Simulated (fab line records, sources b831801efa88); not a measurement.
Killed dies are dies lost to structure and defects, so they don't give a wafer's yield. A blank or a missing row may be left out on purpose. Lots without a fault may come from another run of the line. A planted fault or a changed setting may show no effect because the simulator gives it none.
fab line records | flow sky130
record lots=15 wafers=42 last_day=50
route steps=708 shown NWELL@79 VT_ADJUST_LVTN@117 VT_ADJUST_NCORE@130 LDD_HVN@269 LDD_HVP@288
lots that met no fault: from a run of the same line without faults
start_h: hours from the record's first day to the start of the lot's first wafer shown | wait_h: hours since the lot's step before | " the same as in the row above | L1.1+2: a row that stands for several wafers | - no value, or no start given | * or withheld: withheld | < > ~ a bound
route shown NAME@n: a module of which the file shows steps, and the number in the route of the first | usual: mean/standard deviation of fault-free wafers | same: alike in all rows | chamber/n: place in a boat | sites: the reading at each site | _std_site: their standard deviation | _edge_site: outer sites' mean less inner sites' | radius_mm: how far each site lies from the wafer's centre | mask NAME#n: copy n | behind: the tool/chamber that last shaped the wafer | hold: why the lot was held/for how many hours/how that ended | device: the transistor (n, p or np) that didn't switch | end of line: the same wafers' tests at the end of the route | a step without rows: its recipe alone | killed: dies lost to structure and defects at the first sort, not the wafer's yield | map: a wafer's dies, x killed, . not, _ none there
set.NAME: the setting as run; set.NAME@STEP: as run at that earlier step | model.NAME: the simulator's own value behind a step, which no gauge read
steps of the route over a sample of lots; a table a step, a row a wafer
services: from which hour (start_h, from the record's first day; less than 0 if before it) a tool's chamber was out of use, for how many hours, and why
## steps
# step SKY_NWELL_TW_MEAS_26
# usual NWELL_2_TW=492.0/2.7
# columns lot.wafer tool chamber start_h wait_h NWELL_2_TW
L158.2 film_metro-02 - 110.07 0.1 490.7
L158.3 " - " " 491.8
L158.5 " - " " 490.9
L159.1 film_metro-03 - 117.25 0.1 493.2
L159.3 " - " " 492.2
L159.5 " - " " 489.3
L160.3 film_metro-02 - 125.33 0.1 490.3
L160.4 " - " " 493.1
L160.6 " - " " 491.2
L161.2 film_metro-01 - 126.92 0.1 490.2
L161.4 " - " " 491.5
L161.6 " - " " 491.1
L163.3 film_metro-02 - 140.03 0.1 490.9
L163.4 " - " " 490.4
L163.5 " - " " 489.3
L165.1 film_metro-01 - 147.76 0.1 489.8
L165.3 " - " " 489.8
L165.6 " - " " 487.5
L166.2 film_metro-01 - 157.07 0.1 489.2
L166.5 " - " " 489.9
L166.6 " - " " 492.5
L167.1 film_metro-01 - 161.21 0.1 488.3
L167.2 " - " " 489.3
L167.6 " - " " 489.0
L169.1 film_metro-03 - 175.46 0.1 494.1
L169.4 " - " " 495.9
L169.5 " - " " 494.4
L170.1 film_metro-01 - 181.11 0.1 494.5
L170.5 " - " " 494.0
L170.6 " - " " 493.5
L171.1 film_metro-01 - 188.26 0.1 494.3
L171.3 " - " " 494.0
L171.5 " - " " 496.6
L172.1 film_metro-03 - 195.66 0.1 492.6
L172.2 " - " " 492.1
L172.4 " - " " 493.0
L175.2 film_metro-03 - 219.52 0.1 496.2
L175.4 " - " " 491.8
L176.2 film_metro-02 - 220.82 0.1 495.4
L176.5 " - " " 489.6
L178.4 film_metro-01 - 238.38 0.1 490.8
L178.6 " - " " 489.8
# step SKY_VT_ADJUST_LVTN_STRIP_20
# recipe chemistry=O2/N2 power_w=1400 pressure_mtorr=1500 platen_temp_c=withheld o2_flow_sccm=3000 n2_flow_sccm=300 overash_fraction=0.5
# usual drypump_motor_current_A=5.7/0.39 o2_flow_sccm=3000/8.8 oes_product_au=0.716/0.0047 strip_time_to_endpoint_s=14.18/0.038
# columns lot.wafer tool chamber start_h wait_h drypump_motor_current_A o2_flow_sccm oes_product_au rf_hours_counter_h strip_time_to_endpoint_s
L158.2 plasma_asher-02 1 167.52 0.1 5.2 2996 0.720 5 14.24
L158.3 " 1 " " 5.2 3003 0.723 - 14.16
L158.5 " 1 " " 5.2 2997 0.721 - 14.18
L159.1 plasma_asher-02 1 176.37 0.1 5.2 3000 0.709 6 14.25
L159.3 " 0 " " 6.2 2998 0.712 - 14.24
L159.5 " 0 " " 6.3 3001 0.713 - 14.26
L160.3 plasma_asher-04 1 186.65 0.1 5.5 3000 0.711 - 14.26
L160.4 " 0 " " 6.0 3010 0.721 - 14.21
L160.6 " 0 " " 6.0 3008 0.723 - 14.22
L161.2 plasma_asher-01 0 187.32 0.1 5.4 3004 0.720 52 14.17
L161.4 " 0 " " 5.5 2988 0.717 - 14.23
L161.6 " 0 " " 5.5 3013 0.714 - 14.17
L163.3 plasma_asher-01 0 201.85 0.1 5.4 3009 0.715 - 14.19
L163.4 " 1 " " 5.8 2990 0.709 - 14.16
L163.5 " 1 " " 5.8 2997 0.717 - 14.16
L165.1 plasma_asher-02 0 211.36 0.1 6.2 3013 0.719 9 14.15
L165.3 " 0 " " 6.3 2997 0.720 - 14.22
L165.6 " 1 " " 5.2 2997 0.715 - 14.13
L166.2 plasma_asher-02 0 222.47 0.1 6.3 2992 0.712 10 14.11
L166.5 " 1 " " 5.2 2990 0.720 - 14.17
L166.6 " 0 " " 6.3 3000 0.708 - 14.19
L167.1 plasma_asher-01 1 226.35 0.1 5.9 3004 0.722 56 14.14
L167.2 " 0 " " 5.5 3006 0.717 56 14.22
L167.6 " 1 " " 5.8 3003 0.714 - 14.21
L169.1 plasma_asher-01 1 242.46 0.1 5.8 3007 0.718 58 14.21
L169.4 " 1 " " 5.9 3011 0.710 - 14.23
L169.5 " 0 " " 5.5 2999 0.714 - 14.25
L170.1 plasma_asher-01 1 247.70 0.1 5.8 3000 0.713 59 14.16
L170.5 " 0 " " 5.5 3000 0.723 - 14.15
L170.6 " 1 " " 5.8 3015 0.715 - 14.16
L171.1 plasma_asher-04 1 256.77 0.1 5.5 3004 0.720 53 14.11
L171.3 " 1 " " 5.5 3006 0.714 - 14.14
L171.5 " 1 " " 5.5 3009 0.715 - 14.18
L172.1 plasma_asher-01 0 264.87 0.1 5.5 3003 0.722 60 14.19
L172.2 " 1 " " 5.9 3010 0.714 60 14.18
L172.4 " 0 " " 5.4 2999 0.713 - 14.19
L175.2 plasma_asher-02 0 291.61 0.1 6.3 2990 0.715 17 14.18
L175.4 " 0 " " 6.2 3000 0.714 - 14.12
L176.2 plasma_asher-02 1 292.45 0.1 5.2 3012 0.715 17 14.14
L176.5 " 1 " " 5.2 3000 0.707 - 14.16
L178.4 plasma_asher-01 0 311.53 0.1 5.5 2999 0.720 - 14.18
L178.6 " 0 " " 5.5 3012 0.712 - 14.16
# step SKY_VT_ADJUST_NCORE_TW_MEAS_11
# usual VT_ADJUST_NCORE_TW=218.0/1.3
# columns lot.wafer tool chamber start_h wait_h VT_ADJUST_NCORE_TW
L158.2 film_metro-01 - 188.99 0.1 219.5
L158.3 " - " " 219.8
L158.5 " - " " 218.8
L159.1 film_metro-01 - 198.39 0.1 218.9
L159.3 " - " " 217.1
L159.5 " - " " 218.0
L160.3 film_metro-03 - 208.35 0.1 217.9
L160.4 " - " " 217.3
L160.6 " - " " 216.7
L161.2 film_metro-01 - 210.04 0.1 216.7
L161.4 " - " " 217.0
L161.6 " - " " 216.0
L163.3 film_metro-04 - 224.26 0.1 218.0
L163.4 " - " " 218.4
L163.5 " - " " 218.0
L165.1 film_metro-04 - 234.09 0.1 220.2
L165.3 " - " " 218.0
L165.6 " - " " 219.1
L166.2 film_metro-04 - 245.74 0.1 217.2
L166.5 " - " " 218.5
L166.6 " - " " 218.7
L167.1 film_metro-04 - 249.19 0.1 217.7
L167.2 " - " " 217.9
L167.6 " - " " 218.1
L169.1 film_metro-04 - 266.98 0.1 219.2
L169.4 " - " " 219.6
L169.5 " - " " 218.6
L170.1 film_metro-04 - 271.64 0.1 218.6
L170.5 " - " " 218.9
L170.6 " - " " 219.1
L171.1 film_metro-03 - 281.33 0.1 219.5
L171.3 " - " " 218.3
L171.5 " - " " 218.0
L172.1 film_metro-04 - 289.83 0.1 217.8
L172.2 " - " " 219.1
L172.4 " - " " 218.5
L175.2 film_metro-03 - 317.54 0.1 219.4
L175.4 " - " " 219.8
L176.2 film_metro-01 - 318.84 0.1 215.9
L176.5 " - " " 215.5
L178.4 film_metro-03 - 338.05 0.1 217.8
L178.6 " - " " 217.4
# step SKY_LDD_HVN_COAT_02
# recipe resist=NOVOLAK spin_rpm=3000 resist_thk_nm=300
# columns lot.wafer tool chamber start_h wait_h
L158.2+3+5 litho_track-04 0 456.29 0.1
L159.1+3+5 litho_track-04 0 465.02 0.1
L160.3+4+6 litho_track-02 0 491.28 0.1
L161.2+4+6 litho_track-04 0 491.74 0.1
L163.3+4+5 litho_track-03 0 501.76 0.1
L165.1+3+6 litho_track-04 0 517.47 0.1
L166.2+5+6 litho_track-02 0 529.86 0.1
L167.1+2+6 litho_track-02 0 535.43 0.1
L169.1+4+5 litho_track-02 0 560.73 0.1
L170.1+5+6 litho_track-04 0 563.47 0.1
L171.1+3+5 litho_track-04 0 571.92 0.1
L172.1+2+4 litho_track-02 0 585.68 0.1
L175.2+4 litho_track-04 0 615.29 0.1
L176.2+5 litho_track-04 0 618.14 0.1
L178.4+6 litho_track-04 0 633.24 0.1
# step SKY_LDD_HVN_STRIP_09
# recipe chemistry=O2/N2 power_w=1400 pressure_mtorr=1500 platen_temp_c=withheld o2_flow_sccm=3000 n2_flow_sccm=300 overash_fraction=0.5
# usual drypump_motor_current_A=5.5/0.47 o2_flow_sccm=2999/8.7 oes_product_au=0.409/0.0051 strip_time_to_endpoint_s=4.138/0.016
# columns lot.wafer tool chamber start_h wait_h drypump_motor_current_A o2_flow_sccm oes_product_au rf_hours_counter_h strip_time_to_endpoint_s
L158.2 plasma_asher-04 0 472.17 0.1 6.0 2993 0.407 73 4.128
L158.3 " 1 " " 5.5 3005 0.404 - 4.134
L158.5 " 0 " " 6.0 2987 0.411 - 4.126
L159.1 plasma_asher-02 0 480.86 0.1 6.3 2979 0.406 37 4.156
L159.3 " 1 " " 5.2 3005 0.405 - 4.160
L159.5 " 1 " " 5.2 3011 0.416 - 4.151
L160.3 plasma_asher-03 1 506.90 0.1 5.1 3000 0.415 - 4.128
L160.4 " 0 " " 5.0 3007 0.407 - 4.150
L160.6 " 0 " " 5.0 3005 0.405 - 4.147
L161.2 plasma_asher-04 0 507.05 0.1 6.0 2997 0.420 76 4.172
L161.4 " 0 " " 6.0 3004 0.408 - 4.152
L161.6 " 0 " " 6.0 3010 0.407 - 4.160
L163.3 plasma_asher-03 0 517.39 0.1 5.1 2995 0.406 - 4.131
L163.4 " 1 " " 5.1 2996 0.403 - 4.110
L163.5 " 1 " " 5.1 2995 0.407 - 4.129
L165.1 plasma_asher-03 0 533.10 0.1 5.0 2991 0.404 70 4.153
L165.3 " 0 " " 5.0 3000 0.411 - 4.127
L165.6 " 0 " " 5.0 2992 0.397 - 4.133
L166.2 plasma_asher-04 0 545.40 0.1 6.0 2991 0.406 79 4.154
L166.5 " 1 " " 5.5 2999 0.407 - 4.130
L166.6 " 0 " " 6.0 2987 0.420 - 4.120
L167.1 plasma_asher-02 0 550.77 0.1 6.2 3015 0.409 44 4.138
L167.2 " 1 " " 5.2 2999 0.406 44 4.142
L167.6 " 1 " " 5.2 2999 0.408 - 4.149
L169.1 plasma_asher-02 0 575.80 0.1 6.3 3007 0.410 47 4.150
L169.4 " 0 " " 6.2 2995 0.411 - 4.133
L169.5 " 1 " " 5.2 3001 0.413 - 4.114
L170.1 plasma_asher-02 0 578.15 0.1 6.3 3005 0.412 47 4.156
L170.5 " 1 " " 5.2 3003 0.409 - 4.143
L170.6 " 0 " " 6.3 3000 0.403 - 4.128
L171.1 plasma_asher-04 1 586.35 0.1 5.5 2984 0.400 83 4.118
L171.3 " 0 " " 6.0 3006 0.404 - 4.137
L171.5 " 0 " " 6.0 3000 0.407 - 4.151
L172.1 plasma_asher-03 1 600.95 0.1 5.1 2981 0.402 77 4.157
L172.2 " 0 " " 5.0 2996 0.409 77 4.141
L172.4 " 1 " " 5.0 2995 0.398 - 4.130
L175.2 plasma_asher-03 1 629.90 0.1 5.1 2987 0.329 80 2.334
L175.4 " 1 " " 5.1 3009 0.331 - 2.347
L176.2 plasma_asher-04 1 633.05 0.1 5.5 2984 0.335 88 2.345
L176.5 " 1 " " 5.5 2983 0.409 - 4.141
L178.4 plasma_asher-04 1 647.94 0.1 5.5 2995 0.335 - 2.335
L178.6 " 1 " " 5.5 3008 0.416 - 4.126
# step SKY_LDD_HVP_TW_MEAS_10
# usual LDD_HVP_TW=454.1/2.1
# columns lot.wafer tool chamber start_h wait_h LDD_HVP_TW
L158.2 film_metro-02 - 503.77 0.1 452.3
L158.3 " - " " 450.2
L158.5 " - " " 451.9
L159.1 film_metro-03 - 511.70 0.1 456.1
L159.3 " - " " 456.3
L159.5 " - " " 454.3
L160.3 film_metro-04 - 537.38 0.1 451.8
L160.4 " - " " 451.7
L160.6 " - " " 453.8
L161.2 film_metro-02 - 538.23 0.1 453.3
L161.4 " - " " 453.7
L161.6 " - " " 453.2
L163.3 film_metro-02 - 548.09 0.1 453.2
L163.4 " - " " 455.6
L163.5 " - " " 453.9
L165.1 film_metro-02 - 563.76 0.1 455.2
L165.3 " - " " 451.5
L165.6 " - " " 454.6
L166.2 film_metro-04 - 575.61 0.1 454.7
L166.5 " - " " 457.3
L166.6 " - " " 455.6
L167.1 film_metro-02 - 579.66 0.1 453.3
L167.2 " - " " 453.8
L167.6 " - " " 454.5
L169.1 film_metro-03 - 605.80 0.1 457.1
L169.4 " - " " 455.5
L169.5 " - " " 456.7
L170.1 film_metro-02 - 607.70 0.1 451.2
L170.5 " - " " 452.9
L170.6 " - " " 451.9
L171.1 film_metro-03 - 616.01 0.1 455.2
L171.3 " - " " 454.9
L171.5 " - " " 456.5
L172.1 film_metro-03 - 629.67 0.1 455.7
L172.2 " - " " 456.4
L172.4 " - " " 457.6
L175.2 film_metro-03 - 658.92 0.1 477.3
L175.4 " - " " 476.6
L176.2 film_metro-03 - 661.87 0.1 479.2
L176.5 " - " " 453.1
L178.4 film_metro-04 - 676.85 0.1 474.6
L178.6 " - " " 451.6
## services
# columns tool chamber start_h hours kind
plasma_asher-01 - 229.29 2.8 pm
plasma_asher-04 - 232.29 2.2 repair
plasma_asher-04 - 240.67 14.6 pm
plasma_asher-01 - 261.39 3.1 repair
plasma_asher-02 - 276.58 3.1 repair
plasma_asher-01 - 337.55 14.6 pm
plasma_asher-03 - 378.58 1.8 repair
plasma_asher-04 - 389.09 1.9 repair
plasma_asher-02 - 397.98 3.5 repair
plasma_asher-04 - 402.08 1.4 repair
plasma_asher-04 - 410.55 0.3 repair
plasma_asher-02 - 413.53 0.6 repair
plasma_asher-01 - 421.25 9.0 pm
plasma_asher-01 0 421.25 9.0 vent_cycle
plasma_asher-01 1 421.25 9.0 vent_cycle
plasma_asher-04 - 424.81 11.2 repair
plasma_asher-03 - 438.54 3.6 repair
plasma_asher-02 - 441.03 0.7 repair
plasma_asher-04 - 451.47 0.5 repair
plasma_asher-04 - 481.21 11.0 repair
plasma_asher-02 - 586.14 12.0 repair
plasma_asher-04 - 599.43 2.8 pm
plasma_asher-03 - 630.73 1.2 repair
plasma_asher-02 - 645.45 5.3 repair
## key
first_sign step=SKY_LDD_HVN_STRIP_09 reading=strip_time_to_endpoint_s direction=down sigmas=99+ usual=* struck=*
effect step=SKY_LDD_HVN_STRIP_09 reading=oes_product_au direction=down sigmas=15 usual=0.409 struck=0.333
effect step=SKY_LDD_HVP_TW_MEAS_10 reading=LDD_HVP_TW direction=up sigmas=11 usual=454.1 struck=476.9
met_at SKY_LDD_HVN_COAT_02
struck_lots L175,L176,L178
struck_wafers L175.2,L175.4,L176.2,L178.4
sort_left_out L176.2
tester_left_out L175,L176,L178
not_acting_at SKY_NWELL_TW_MEAS_26,SKY_VT_ADJUST_LVTN_STRIP_20,SKY_VT_ADJUST_NCORE_TW_MEAS_11
onset_between 571.92 615.29
fault kind=process_parameter_drift tool=litho_track-04 chamber=- onset_h=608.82 steps=SKY_LDD_HVN_COAT_02 channel=resist_thk_nm offset=-135.32 shape=step end_h=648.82 scope=struck_wafers_only acts_in=these_recipes_only stated=300
# tester_left_out: of these lots the tester's yield and bins aren't shown, on N5 and GAA mostly nor the transistor test; their killed dies are dies lost to structure and defects alone, not to doping, threshold or leakage, so they don't give the yield
# sort_left_out: the simulated sort isn't trusted on such a fault, so these wafers' sort isn't shown, and their yield isn't known
